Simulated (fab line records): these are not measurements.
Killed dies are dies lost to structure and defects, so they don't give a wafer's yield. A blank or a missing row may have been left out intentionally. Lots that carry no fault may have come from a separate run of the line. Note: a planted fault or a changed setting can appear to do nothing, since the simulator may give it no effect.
Chamber matching    flow gf180mcu    cmp-02 running GF_V5_CMP_04: 3 sister chambers
The step polishes SiO2. 3 wafers are shown with their chamber, then 8 later ones without.

## WAFERS, EACH WITH ITS CHAMBER
wafer   chamber  motorCurrentA (A)
L608.4  3        12.9
L609.4  0        10.5
L609.5  2        12.3

## WAFERS MISSING THEIR CHAMBER
wafer   motorCurrentA (A)
L610.1  10.5
L610.5  11.9
L611.4  10.8
L611.5  11.1
L611.6  12.9
L614.2  12.7
L614.4  10.6
L614.6  13.3

## CHAMBER TAKEN BY EACH
wafer   from the rows above      in truth
L610.1  0                        0
L610.5  can't be placed: 2 or 3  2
L611.4  0                        0
L611.5  can't be placed: 0 or 2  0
L611.6  can't be placed: 3 or 2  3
L614.2  can't be placed: 3 or 2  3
L614.4  0                        0
L614.6  can't be placed: 3 or 2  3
Correctly placed: 3 of 8. Can't be placed from these rows: 5 (the true chamber is among the candidates in 5). Placed wrongly: 0.
How it was worked out, from the rows above alone: a wafer's distance from a chamber is the root of the sum, over the readings, of the square of ((its reading less the chamber's mean) divided by the reading's scatter). If the next closest chamber is less than 2 further off than the closest, the wafer can't be placed; otherwise it belongs to the closest. For every chamber, the mean is computed from those of its wafers that are shown. The scatter: root of mean squared gap, hidden wafer to nearest shown wafer, with one shown wafer a chamber.
